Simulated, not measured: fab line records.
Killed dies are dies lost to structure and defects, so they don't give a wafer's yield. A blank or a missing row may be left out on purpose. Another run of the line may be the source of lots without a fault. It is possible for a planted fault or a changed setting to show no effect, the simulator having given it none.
Which tool is to blame? || flow gf180mcu || 36 wafers from 12 lots sampled at 4 of the route's 602 steps

WHAT EACH GAUGE READ, for each wafer
GF_V5_THK_MEAS_03.
{"lot": "L461", "measured": "day 26 20:23", "on": "film metro-03", "V5_CVD_02_THK (nm)": "1455 1452 1456"}
{"lot": "L463", "measured": "day 27 09:29", "on": "film metro-03", "V5_CVD_02_THK (nm)": "1457 1430 1465"}
{"lot": "L464", "measured": "day 27 18:38", "on": "film metro-01", "V5_CVD_02_THK (nm)": "1440 1475 1475"}
{"lot": "L465", "measured": "day 28 03:15", "on": "film metro-01", "V5_CVD_02_THK (nm)": "1429 1487 1454"}
{"lot": "L466", "measured": "day 28 09:36", "on": "film metro-02", "V5_CVD_02_THK (nm)": "1455 1461 1462"}
{"lot": "L473", "measured": "day 30 18:22", "on": "film metro-03", "V5_CVD_02_THK (nm)": "1438 1465 1452"}
{"lot": "L474", "measured": "day 31 01:44", "on": "film metro-02", "V5_CVD_02_THK (nm)": "1439 1464 1457"}
{"lot": "L476", "measured": "day 31 11:58", "on": "film metro-02", "V5_CVD_02_THK (nm)": "1447 1478 1462"}
{"lot": "L478", "measured": "day 32 05:35", "on": "film metro-02", "V5_CVD_02_THK (nm)": "1450 1436 1456"}
{"lot": "L479", "measured": "day 32 06:48", "on": "film metro-03", "V5_CVD_02_THK (nm)": "1424 1467 1453"}
{"lot": "L480", "measured": "day 32 15:22", "on": "film metro-02", "V5_CVD_02_THK (nm)": "1422 1464 1467"}
{"lot": "L482", "measured": "day 32 22:58", "on": "film metro-02", "V5_CVD_02_THK (nm)": "1431 1460 1429"}

GF_PASSIVATION_THK_MEAS_01.
{"lot": "L461", "measured": "day 28 15:34", "on": "film metro-03", "PASSIVATION_CVD_00_THK (nm)": "993 989 999"}
{"lot": "L463", "measured": "day 29 03:52", "on": "film metro-04", "PASSIVATION_CVD_00_THK (nm)": "976 994 1006"}
{"lot": "L464", "measured": "day 29 12:56", "on": "film metro-02", "PASSIVATION_CVD_00_THK (nm)": "816 987 1018"}
{"lot": "L465", "measured": "day 29 20:41", "on": "film metro-03", "PASSIVATION_CVD_00_THK (nm)": "981 842 1003"}
{"lot": "L466", "measured": "day 30 01:31", "on": "film metro-04", "PASSIVATION_CVD_00_THK (nm)": "1010 1003 990"}
{"lot": "L473", "measured": "day 32 07:50", "on": "film metro-04", "PASSIVATION_CVD_00_THK (nm)": "981 1001 1007"}
{"lot": "L474", "measured": "day 32 15:05", "on": "film metro-02", "PASSIVATION_CVD_00_THK (nm)": "1002 1007 1008"}
{"lot": "L476", "measured": "day 33 00:25", "on": "film metro-03", "PASSIVATION_CVD_00_THK (nm)": "989 995 995"}
{"lot": "L478", "measured": "day 33 17:29", "on": "film metro-04", "PASSIVATION_CVD_00_THK (nm)": "990 985 1005"}
{"lot": "L479", "measured": "day 33 18:28", "on": "film metro-03", "PASSIVATION_CVD_00_THK (nm)": "1017 1010 1031"}
{"lot": "L480", "measured": "day 34 01:33", "on": "film metro-03", "PASSIVATION_CVD_00_THK (nm)": "1001 1019 1003"}
{"lot": "L482", "measured": "day 34 08:22", "on": "film metro-04", "PASSIVATION_CVD_00_THK (nm)": "1019 979 1011"}

TOOL THAT RAN EACH LOT (tool first, then ch and the chambers of the sampled wafers, then the start)
{"lot": "L461", "GF_V5_STRIP_18": "plasma asher-01 ch 0,1, day 27 17:10", "GF_PASSIVATION_CVD_00": "pecvd-03 ch 1,2, day 28 15:29"}
{"lot": "L463", "GF_V5_STRIP_18": "plasma asher-03 ch 0,1, day 28 06:05", "GF_PASSIVATION_CVD_00": "pecvd-01 ch 0,1, day 29 03:47"}
{"lot": "L464", "GF_V5_STRIP_18": "plasma asher-01 ch 0,1, day 28 14:58", "GF_PASSIVATION_CVD_00": "pecvd-03 ch 0,1, day 29 12:51"}
{"lot": "L465", "GF_V5_STRIP_18": "plasma asher-03 ch 0,1, day 28 23:16", "GF_PASSIVATION_CVD_00": "pecvd-03 ch 0,2, day 29 20:36"}
{"lot": "L466", "GF_V5_STRIP_18": "plasma asher-02 ch 0,1, day 29 05:17", "GF_PASSIVATION_CVD_00": "pecvd-02 ch 0,1,2, day 30 01:26"}
{"lot": "L473", "GF_V5_STRIP_18": "plasma asher-03 ch 0,1, day 31 12:28", "GF_PASSIVATION_CVD_00": "pecvd-02 ch 0,1, day 32 07:45"}
{"lot": "L474", "GF_V5_STRIP_18": "plasma asher-01 ch 0,1, day 31 20:09", "GF_PASSIVATION_CVD_00": "pecvd-01 ch 0,1,2, day 32 15:01"}
{"lot": "L476", "GF_V5_STRIP_18": "plasma asher-02 ch 0,1, day 32 05:41", "GF_PASSIVATION_CVD_00": "pecvd-02 ch 0,1,2, day 33 00:19"}
{"lot": "L478", "GF_V5_STRIP_18": "plasma asher-03 ch 0,1, day 32 23:04", "GF_PASSIVATION_CVD_00": "pecvd-03 ch 1,2, day 33 17:25"}
{"lot": "L479", "GF_V5_STRIP_18": "plasma asher-03 ch 1, day 33 00:01", "GF_PASSIVATION_CVD_00": "pecvd-03 ch 1,2, day 33 18:24"}
{"lot": "L480", "GF_V5_STRIP_18": "plasma asher-02 ch 0,1, day 33 08:16", "GF_PASSIVATION_CVD_00": "pecvd-03 ch 1,2, day 34 01:28"}
{"lot": "L482", "GF_V5_STRIP_18": "plasma asher-03 ch 0,1, day 33 15:43", "GF_PASSIVATION_CVD_00": "pecvd-03 ch 0,1,2, day 34 08:17"}
- GF_V5_STRIP_18: strips in O2/N2.
- GF_PASSIVATION_CVD_00: deposits SiO2 from TEOS, target thk 1000 nm, time 111.95 s.

AS READ BY THE TOOLS THEMSELVES (means over the sampled wafers that have a number; for cases with no such wafer, the mark the record gives instead)
GF_V5_STRIP_18.
{"lot": "L461", "tool": "plasma asher-01", "drypump motor current A (A)": 5.62, "heater power w (W)": 302, "oes product au (a.u.)": 0.574}
{"lot": "L463", "tool": "plasma asher-03", "drypump motor current A (A)": 5.81, "heater power w (W)": 361, "oes product au (a.u.)": 0.562}
{"lot": "L464", "tool": "plasma asher-01", "drypump motor current A (A)": 5.62, "heater power w (W)": 302, "oes product au (a.u.)": 0.568}
{"lot": "L465", "tool": "plasma asher-03", "drypump motor current A (A)": 5.80, "heater power w (W)": 360, "oes product au (a.u.)": 0.567}
{"lot": "L466", "tool": "plasma asher-02", "drypump motor current A (A)": 6.11, "heater power w (W)": 362, "oes product au (a.u.)": 0.572}
{"lot": "L473", "tool": "plasma asher-03", "drypump motor current A (A)": 5.72, "heater power w (W)": 368, "oes product au (a.u.)": 0.566}
{"lot": "L474", "tool": "plasma asher-01", "drypump motor current A (A)": 5.57, "heater power w (W)": 298, "oes product au (a.u.)": 0.566}
{"lot": "L476", "tool": "plasma asher-02", "drypump motor current A (A)": 5.87, "heater power w (W)": 369, "oes product au (a.u.)": 0.572}
{"lot": "L478", "tool": "plasma asher-03", "drypump motor current A (A)": 5.71, "heater power w (W)": 375, "oes product au (a.u.)": 0.568}
{"lot": "L479", "tool": "plasma asher-03", "drypump motor current A (A)": 5.91, "heater power w (W)": 331, "oes product au (a.u.)": 0.570}
{"lot": "L480", "tool": "plasma asher-02", "drypump motor current A (A)": 5.87, "heater power w (W)": 377, "oes product au (a.u.)": 0.568}
{"lot": "L482", "tool": "plasma asher-03", "drypump motor current A (A)": 5.72, "heater power w (W)": 370, "oes product au (a.u.)": 0.566}

GF_PASSIVATION_CVD_00.
{"lot": "L461", "tool": "pecvd-03", "heater power w (W)": 578}
{"lot": "L463", "tool": "pecvd-01", "heater power w (W)": 551}
{"lot": "L464", "tool": "pecvd-03", "heater power w (W)": 628}
{"lot": "L465", "tool": "pecvd-03", "heater power w (W)": 602}
{"lot": "L466", "tool": "pecvd-02", "heater power w (W)": 595}
{"lot": "L473", "tool": "pecvd-02", "heater power w (W)": 595}
{"lot": "L474", "tool": "pecvd-01", "heater power w (W)": 635}
{"lot": "L476", "tool": "pecvd-02", "heater power w (W)": 586}
{"lot": "L478", "tool": "pecvd-03", "heater power w (W)": 632}
{"lot": "L479", "tool": "pecvd-03", "heater power w (W)": 587}
{"lot": "L480", "tool": "pecvd-03", "heater power w (W)": 544}
{"lot": "L482", "tool": "pecvd-03", "heater power w (W)": 629}

THE ANSWER, worked out from the rows above alone
Rule: the usual values come from the lots themselves. Put in order of their means at a reading, lots are off if they are a third of the lots or fewer, leave a main group of 4 or more, and stand apart from it by a gap of 3 or more times the standard deviation of the main group's means; of several such gaps the widest counts. If all means in a main group match to the digits the tables above print for the reading, that group is not used. Also off: a lot with no number at a reading for which 4 or more lots have one. All remaining lots with rows at the step are treated as sound. After the gauges, taken in route order, come the tools' own readings; for these a lot's mean is taken, as printed above. The first step at which some lot is off is used, and at that step the reading that is off furthest; a lot without a number counts as furthest.
Off: at GF_PASSIVATION_THK_MEAS_01 (PASSIVATION_CVD_00_THK), L464, L465. Main group: mean 1000 nm, sd 8.3.
If a tool, at a process step before that reading, ran all the lots that are off and no sound lot after the first of them, it fits. Those tools and the gauges at GF_PASSIVATION_THK_MEAS_01 are tried in the same way. Not one of the candidates tried fits.

WHAT HAD BEEN PUT IN BY THE SIMULATOR
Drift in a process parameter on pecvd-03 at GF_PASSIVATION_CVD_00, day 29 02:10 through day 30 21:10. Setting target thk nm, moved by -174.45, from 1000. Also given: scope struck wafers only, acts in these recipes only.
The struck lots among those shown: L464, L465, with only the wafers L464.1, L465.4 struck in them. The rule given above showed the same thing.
